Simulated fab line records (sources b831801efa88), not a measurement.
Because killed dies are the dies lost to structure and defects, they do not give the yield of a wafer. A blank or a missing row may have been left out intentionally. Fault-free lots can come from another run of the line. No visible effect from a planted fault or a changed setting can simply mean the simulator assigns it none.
fab line records	flow gf180mcu
record lots=11	wafers=33	last-day=34
route steps=602 shown STI@23 LVPWELL@64 MVSD@76 VT_IMPLANT@99
lots untouched by any fault: they come from a run of this same line in which no faults occurred
start-h: the number of hours between the record's first day and the start of the first shown wafer of the lot	wait-h: hours from the lot's prior step to this one	" identical to the entry in the row above	L1.1+2: several wafers, shown together as one row	- either no value or no given start	* or withheld: withheld	< > ~ a bound
route shown NAME@n: a module of which the file shows steps, and the number in the route of the first	usual: mean/standard deviation taken from wafers without a fault	same: alike in all rows	chamber/n: place in a boat	sites: each site's reading	_std_site: how widely they spread, as a standard deviation	_edge_site: the outer-site mean with the inner-site mean subtracted	radius-mm: for every site, how far away it sits from the centre of the wafer	mask NAME#n: copy n	behind: the last tool/chamber to shape the wafer	hold: reason for holding the lot/hours on hold/outcome of the hold	device: the n, p or np transistor that did not switch	end of line: tests run on the same wafers once the route is complete	for a step that has no rows: nothing shown but its recipe	killed: not the wafer's yield, but the dies lost to structure and defects at the first sort	map: shows each die of a wafer: x if killed, . if not, _ if none is there
set.NAME: the setting that was run; set.NAME@STEP: the one run at that earlier step	model.NAME: the simulator's own value behind a step, which no gauge read
route steps across a sampled set of lots; one table per step, one row per wafer
services: from which hour (start-h, from the record's first day; less than 0 if before it) a tool's chamber was out of use, for how many hours, and why
## steps
# step GF_STI_THK_MEAS_22
# recipe reads=SiO2_of_STI_OXIDATION_21
# usual STI_OXIDATION_01_THK=15.1/0.32
lot.wafer	tool	chamber	start-h	wait-h	STI_OXIDATION_01_THK[nm]
L378.3	film-metro-04	-	34.49	0.0	15.4
L378.4	"	-	"	"	15.4
L378.6	"	-	"	"	15.2
L379.2	film-metro-01	-	37.11	0.0	15.4
L379.4	"	-	"	"	15.6
L379.5	"	-	"	"	15.7
L380.3	film-metro-04	-	46.06	0.0	15.1
L380.5	"	-	"	"	15.2
L380.6	"	-	"	"	15.0
L381.1	film-metro-04	-	50.81	0.0	14.7
L381.2	"	-	"	"	14.8
L381.6	"	-	"	"	14.9
L388.1	film-metro-02	-	84.21	0.0	14.9
L388.2	"	-	"	"	14.7
L388.5	"	-	"	"	14.8
L389.1	film-metro-01	-	89.98	0.0	14.3
L389.2	"	-	"	"	14.3
L389.3	"	-	"	"	14.5
L390.1	film-metro-02	-	93.69	0.0	15.2
L390.3	"	-	"	"	15.1
L390.4	"	-	"	"	14.9
L393.2	film-metro-01	-	109.55	0.0	15.2
L393.3	"	-	"	"	15.3
L393.6	"	-	"	"	15.3
L395.2	film-metro-01	-	119.79	0.0	15.3
L395.3	"	-	"	"	15.4
L395.6	"	-	"	"	15.3
L396.1	film-metro-02	-	125.45	0.0	14.8
L396.4	"	-	"	"	14.8
L396.6	"	-	"	"	14.7
L400.2	film-metro-02	-	147.05	0.0	15.0
L400.4	"	-	"	"	14.6
L400.6	"	-	"	"	14.9
# step GF_STI_CMP_25
# recipe stop-on=Si3N4	t-overpolish-s=33	down-force-psi=4	platen-rpm=60	target-thk-nm=524.6	pad-velocity-m-s=0.94248
# usual motor-current-A=12.1/1.6	overpolish-run-s=32.999/0.0085	slurry-filter-dp-kPa=13.50/0.14	time-to-endpoint-s=123/6.5
lot.wafer	tool	chamber	start-h	wait-h	motor-current-A	overpolish-run-s	slurry-filter-dp-kPa	time-to-endpoint-s
L378.3	cmp-02	0	34.72	0.1	10.3	33.000	13.32	126
L378.4	"	2	"	"	11.5	33.015	13.50	131
L378.6	"	3	"	"	15.7	32.989	13.78	128
L379.4	cmp-02	3	37.35	0.1	14.5	32.991	13.41	123
L379.2	"	1	"	"	12.9	33.012	13.32	126
L379.5	"	2	"	"	11.7	32.989	13.44	125
L380.3	cmp-01	3	46.24	0.0	12.9	33.007	13.44	129
L380.6	"	3	"	"	12.7	33.006	13.20	125
L380.5	"	0	"	"	10.4	32.999	13.29	124
L381.2	cmp-01	1	51.00	0.0	11.6	33.008	13.56	128
L381.1	"	3	"	"	12.6	32.994	13.64	128
L381.6	"	1	"	"	11.8	33.008	13.33	126
L388.2	cmp-02	3	84.46	0.1	15.3	33.012	13.58	118
L388.1	"	1	"	"	14.0	32.989	13.37	118
L388.5	"	2	"	"	11.1	32.998	13.58	115
L389.3	cmp-02	2	90.18	0.0	11.3	32.989	13.83	117
L389.1	"	0	"	"	10.1	32.997	13.35	116
L389.2	"	1	"	"	13.2	32.991	13.37	122
L390.3	cmp-02	2	93.89	0.0	11.1	33.011	13.43	116
L390.1	"	3	"	"	15.2	33.005	13.36	117
L390.4	"	0	"	"	10.9	33.005	13.61	115
L393.2	cmp-01	3	109.78	0.1	12.7	32.990	13.40	134
L393.3	"	0	"	"	10.1	32.984	13.57	126
L393.6	"	3	"	"	12.6	33.000	13.54	139
L395.3	cmp-02	0	119.97	0.0	10.5	32.996	13.61	110
L395.2	"	2	"	"	11.7	33.010	13.50	114
L395.6	"	1	"	"	12.9	32.999	13.51	111
L396.4	cmp-02	0	125.64	0.0	10.5	33.004	13.67	111
L396.1	"	3	"	"	15.4	33.006	13.37	119
L396.6	"	1	"	"	13.0	32.999	13.53	116
L400.4	cmp-02	3	147.24	0.0	15.6	32.986	13.52	115
L400.2	"	0	"	"	10.2	33.002	13.67	114
L400.6	"	0	"	"	9.9	33.003	13.29	109
# step GF_LVPWELL_STRIP_10
# recipe chemistry=O2/N2	power-w=1400	pressure-mtorr=1500	platen-temp-c=250	o2-flow-sccm=3000	n2-flow-sccm=300	overash-fraction=0.5
# usual chamber-pressure-mTorr=1499.8/1.3	drypump-motor-current-A=5.7/0.36	heater-power-w=353/23	oes-product-au=0.723/0.0041	strip-time-to-endpoint-s=37.00/0.11
lot.wafer	tool	chamber	start-h	wait-h	chamber-pressure-mTorr	drypump-motor-current-A	heater-power-w	oes-product-au	rf-hours-counter-h	strip-time-to-endpoint-s
L378.3	plasma-asher-02	1	77.06	0.1	1499.9	5.6	330	0.724	-	36.94
L378.4	"	0	"	"	1499.1	6.0	374	0.721	-	36.96
L378.6	"	1	"	"	1499.2	5.6	329	0.732	-	36.98
L379.2	plasma-asher-04	1	80.65	0.1	-	-	-	-	-	-
L379.4	"	0	"	"	-	-	-	-	-	-
L379.5	"	0	"	"	-	-	-	-	-	-
L380.3	plasma-asher-04	1	88.91	0.1	-	-	-	-	-	-
L380.5	"	0	"	"	-	-	-	-	-	-
L380.6	"	1	"	"	-	-	-	-	-	-
L381.1	plasma-asher-04	1	94.70	0.1	-	-	-	-	-	-
L381.2	"	0	"	"	-	-	-	-	-	-
L381.6	"	1	"	"	-	-	-	-	-	-
L388.1	plasma-asher-02	0	130.33	0.1	1497.3	6.0	373	0.724	31	37.01
L388.2	"	1	"	"	1499.9	5.6	336	0.719	31	36.97
L388.5	"	0	"	"	1498.3	6.0	363	0.730	-	37.03
L390.1	plasma-asher-02	1	140.68	0.1	1499.7	5.6	329	0.720	32	36.94
L390.3	"	0	"	"	1497.4	5.9	369	0.721	-	37.03
L390.4	"	1	"	"	1500.5	5.6	327	0.728	-	37.07
L389.1	plasma-asher-03	0	142.28	0.1	1497.4	6.1	344	0.730	2	37.10
L389.2	"	1	"	"	1497.8	5.9	412	0.722	2	37.11
L389.3	"	1	"	"	1499.8	6.0	407	0.721	-	37.03
L393.2	plasma-asher-02	0	159.37	0.1	1499.7	5.9	372	0.728	34	36.96
L393.3	"	1	"	"	1497.7	5.6	323	0.726	-	37.02
L393.6	"	0	"	"	1500.6	5.9	361	0.721	-	36.97
L395.2	plasma-asher-04	1	169.22	0.1	1499.6	5.8	370	0.719	51	37.02
L395.3	"	1	"	"	1498.1	5.8	360	0.720	-	37.07
L395.6	"	1	"	"	1497.3	5.8	366	0.717	-	37.01
L396.1	plasma-asher-02	1	175.32	0.1	1503.0	5.6	319	0.722	36	36.81
L396.4	"	1	"	"	1501.1	5.6	335	0.719	-	36.75
L396.6	"	1	"	"	1499.7	5.6	327	0.724	-	36.72
L400.2	plasma-asher-04	1	200.62	0.1	1497.7	5.8	374	0.725	54	37.06
L400.4	"	0	"	"	1500.9	4.9	345	0.719	-	37.00
L400.6	"	0	"	"	1497.7	4.9	344	0.719	-	37.03
# step GF_MVSD_STRIP_10
# recipe chemistry=O2/N2	power-w=1400	pressure-mtorr=1500	platen-temp-c=250	o2-flow-sccm=3000	n2-flow-sccm=300	overash-fraction=0.5
# usual chamber-pressure-mTorr=1500.0/1.4	drypump-motor-current-A=5.6/0.33	heater-power-w=350/26	oes-product-au=0.722/0.0044	strip-time-to-endpoint-s=37.03/0.094
lot.wafer	tool	chamber	start-h	wait-h	chamber-pressure-mTorr	drypump-motor-current-A	heater-power-w	oes-product-au	rf-hours-counter-h	strip-time-to-endpoint-s
L378.3	plasma-asher-01	0	90.03	0.1	1500.7	5.8	316	0.711	-	37.08
L378.4	"	1	"	"	1499.0	5.6	385	0.720	-	37.03
L378.6	"	0	"	"	1498.8	5.8	318	0.722	-	37.13
L379.2	plasma-asher-01	0	94.83	0.1	1499.8	5.8	307	0.746	46	81.26
L379.4	"	0	"	"	1497.4	5.8	309	0.733	-	81.21
L379.5	"	1	"	"	1499.2	5.6	384	0.740	-	81.33
L380.3	plasma-asher-04	0	103.93	0.1	1502.6	4.9	342	0.744	-	81.43
L380.5	"	0	"	"	1498.5	4.9	349	0.746	-	81.21
L380.6	"	1	"	"	1498.9	5.8	368	0.741	-	81.08
L381.1	plasma-asher-02	1	108.95	0.1	1500.1	5.6	325	0.735	29	81.58
L381.2	"	0	"	"	1497.7	6.0	360	0.746	29	81.52
L381.6	"	1	"	"	1499.0	5.6	332	0.735	-	81.55
L388.1	plasma-asher-04	1	146.09	0.1	1499.9	5.8	361	0.725	49	37.12
L388.2	"	0	"	"	1500.4	4.9	347	0.713	49	37.17
L388.5	"	0	"	"	1500.3	4.9	355	0.726	-	37.13
L390.1	plasma-asher-02	1	155.97	0.1	1499.5	5.6	328	0.722	34	37.02
L390.3	"	0	"	"	1501.3	6.0	358	0.718	-	37.19
L390.4	"	1	"	"	1499.5	5.6	326	0.718	-	37.05
L389.1	plasma-asher-01	0	158.12	0.1	1497.9	5.8	317	0.721	54	37.04
L389.2	"	1	"	"	1500.3	5.6	391	0.728	54	37.12
L389.3	"	1	"	"	1500.0	5.6	376	0.723	-	37.09
L393.2	plasma-asher-04	0	175.53	0.1	1500.5	4.9	345	0.730	52	37.05
L393.3	"	1	"	"	1499.1	5.8	363	0.710	-	37.01
L393.6	"	1	"	"	1500.0	5.8	365	0.717	-	36.92
L395.2	plasma-asher-04	1	185.89	0.1	1501.8	5.8	358	0.731	53	37.10
L395.3	"	1	"	"	1501.7	5.8	359	0.716	-	37.18
L395.6	"	1	"	"	1501.1	5.8	362	0.718	-	37.12
L396.1	plasma-asher-01	0	192.22	0.1	1503.9	5.8	311	0.731	56	36.97
L396.4	"	0	"	"	1498.8	5.8	311	0.722	-	36.90
L396.6	"	0	"	"	1502.0	5.8	314	0.723	-	37.10
L400.2	plasma-asher-02	0	217.99	0.1	1501.0	6.0	360	0.726	40	36.88
L400.4	"	0	"	"	1500.2	6.0	377	0.717	-	36.89
L400.6	"	1	"	"	1499.6	5.6	334	0.724	-	36.90
# step GF_MVSD_TW_MEAS_11
# usual MVSD_TW=1584/33
lot.wafer	tool	chamber	start-h	wait-h	hold	MVSD_TW
L378.3	film-metro-03	-	90.12	0.1	-	1547
L378.4	"	-	"	"	-	1546
L378.6	"	-	"	"	-	1551
L379.2	film-metro-04	-	94.94	0.1	await-dispo/0.2h/release	31
L379.4	"	-	"	"	await-dispo/0.2h/release	31
L379.5	"	-	"	"	await-dispo/0.2h/release	31
L379.2	film-metro-04	-	95.17	0.2	-	30
L379.4	"	-	"	"	-	31
L379.5	"	-	"	"	-	31
L380.3	film-metro-02	-	104.02	0.1	await-dispo/0.2h/release	31
L380.5	"	-	"	"	await-dispo/0.2h/release	30
L380.6	"	-	"	"	await-dispo/0.2h/release	31
L380.3	film-metro-02	-	104.24	0.2	-	31
L380.5	"	-	"	"	-	31
L380.6	"	-	"	"	-	31
L381.1	film-metro-04	-	109.07	0.1	await-dispo/0.2h/release	31
L381.2	"	-	"	"	await-dispo/0.2h/release	30
L381.6	"	-	"	"	await-dispo/0.2h/release	30
L381.1	film-metro-04	-	109.34	0.3	-	30
L381.2	"	-	"	"	-	30
L381.6	"	-	"	"	-	30
L388.1	film-metro-04	-	146.19	0.1	-	1604
L388.2	"	-	"	"	-	1600
L388.5	"	-	"	"	-	1597
L390.1	film-metro-03	-	156.07	0.1	-	1533
L390.3	"	-	"	"	-	1531
L390.4	"	-	"	"	-	1537
L389.1	film-metro-03	-	158.22	0.1	-	1536
L389.2	"	-	"	"	-	1530
L389.3	"	-	"	"	-	1524
L393.2	film-metro-02	-	175.64	0.1	-	1625
L393.3	"	-	"	"	-	1624
L393.6	"	-	"	"	-	1623
L395.2	film-metro-04	-	186.00	0.1	-	1605
L395.3	"	-	"	"	-	1600
L395.6	"	-	"	"	-	1599
L396.1	film-metro-03	-	192.32	0.1	-	1543
L396.4	"	-	"	"	-	1553
L396.6	"	-	"	"	-	1552
L400.2	film-metro-04	-	218.10	0.1	-	1606
L400.4	"	-	"	"	-	1602
L400.6	"	-	"	"	-	1604
# step GF_VT_IMPLANT_STRIP_09
# recipe chemistry=O2/N2	power-w=1400	pressure-mtorr=1500	platen-temp-c=250	o2-flow-sccm=3000	n2-flow-sccm=300	overash-fraction=0.5
# usual chamber-pressure-mTorr=1500.1/1.2	drypump-motor-current-A=5.7/0.43	heater-power-w=363/31	oes-product-au=0.716/0.0044	strip-time-to-endpoint-s=12.62/0.04
lot.wafer	tool	chamber	start-h	wait-h	chamber-pressure-mTorr	drypump-motor-current-A	heater-power-w	oes-product-au	rf-hours-counter-h	strip-time-to-endpoint-s
L378.3	plasma-asher-04	0	119.21	0.1	1499.2	4.9	345	0.719	-	12.59
L378.4	"	1	"	"	1499.9	5.8	359	0.715	-	12.59
L378.6	"	1	"	"	1499.8	5.8	359	0.710	-	12.61
L388.1	plasma-asher-03	1	178.14	0.1	1502.1	5.9	417	0.718	6	12.69
L388.2	"	0	"	"	1501.1	6.2	336	0.712	6	12.62
L388.5	"	0	"	"	1502.4	6.1	342	0.713	-	12.65
L390.1	plasma-asher-01	0	189.09	0.1	1500.5	5.8	313	0.714	56	12.58
L390.3	"	1	"	"	1499.6	5.6	376	0.721	-	12.52
L390.4	"	0	"	"	1501.2	5.8	312	0.715	-	12.59
L389.1	plasma-asher-04	1	190.34	0.1	1497.8	5.8	364	0.712	53	12.64
L389.2	"	0	"	"	1500.9	4.9	355	0.718	53	12.64
L389.3	"	1	"	"	1497.8	5.8	362	0.712	-	12.61
L393.2	plasma-asher-01	1	209.67	0.1	1499.9	5.6	390	0.711	58	12.58
L393.3	"	0	"	"	1499.8	5.8	316	0.716	-	12.52
L393.6	"	0	"	"	1500.4	5.8	311	0.715	-	12.58
L395.2	plasma-asher-04	1	220.79	0.1	1499.8	5.8	360	0.713	56	12.68
L395.3	"	0	"	"	1499.7	4.9	341	0.722	-	12.66
L395.6	"	0	"	"	1500.8	4.9	349	0.716	-	12.66
L396.1	plasma-asher-04	0	226.59	0.1	1500.2	4.9	346	0.711	57	12.58
L396.4	"	1	"	"	1499.3	5.8	372	0.713	-	12.58
L396.6	"	0	"	"	1498.7	4.9	342	0.706	-	12.60
L400.2	plasma-asher-03	1	254.29	0.1	1499.0	5.9	415	0.715	15	12.62
L400.4	"	0	"	"	1499.8	6.1	330	0.716	-	12.62
L400.6	"	0	"	"	1501.1	6.2	341	0.718	-	12.62
## services
tool	chamber	start-h	hours	kind
plasma-asher-01	-	13.21	4.0	pm
plasma-asher-03	-	23.54	3.4	repair
cmp-02	-	31.70	1.7	repair
cmp-02	-	57.15	0.7	repair
cmp-02	-	64.00	4.0	pm
cmp-02	-	68.00	-	consumable-replace:conditioner
cmp-02	-	68.00	-	consumable-replace:pad
plasma-asher-03	-	108.75	9.0	pm
plasma-asher-03	0	108.75	9.0	vent-cycle
plasma-asher-03	1	108.75	9.0	vent-cycle
plasma-asher-02	-	116.46	1.2	repair
plasma-asher-03	-	117.75	2.8	pm
plasma-asher-02	-	143.05	2.8	pm
cmp-01	-	148.99	15.6	pm
plasma-asher-01	-	166.64	2.8	pm
plasma-asher-01	-	179.15	2.4	repair
cmp-01	-	180.64	5.3	pm
plasma-asher-01	-	183.25	3.4	repair
plasma-asher-03	-	207.77	3.9	repair
plasma-asher-01	-	217.61	8.1	repair
plasma-asher-04	-	228.93	0.8	repair
cmp-01	-	232.00	4.0	pm
plasma-asher-02	-	236.15	5.0	repair
plasma-asher-03	-	238.64	0.9	repair
## key
first-sign step=GF_LVPWELL_STRIP_10	reading=tool-record	direction=missing
effect step=GF_MVSD_STRIP_10	reading=strip-time-to-endpoint-s	direction=up	sigmas=99+	usual=*	struck=*
effect step=GF_MVSD_TW_MEAS_11	reading=visit	direction=added
effect step=GF_MVSD_TW_MEAS_11	reading=MVSD_TW	direction=down	sigmas=47	usual=1584	struck=31
met-at GF_LVPWELL_STRIP_10
struck-lots L379,L380,L381
scrapped-behind GF_MVSD_TW_MEAS_11 L379.2,L379.4,L379.5,L380.3,L380.5,L380.6,L381.1,L381.2,L381.6
not-acting-at GF_STI_THK_MEAS_22,GF_STI_CMP_25,GF_VT_IMPLANT_STRIP_09
fault kind=skipped-step-whole	tool=plasma-asher-04	chamber=-	onset-h=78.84	steps=GF_LVPWELL_STRIP_10	scope=struck-lots-only
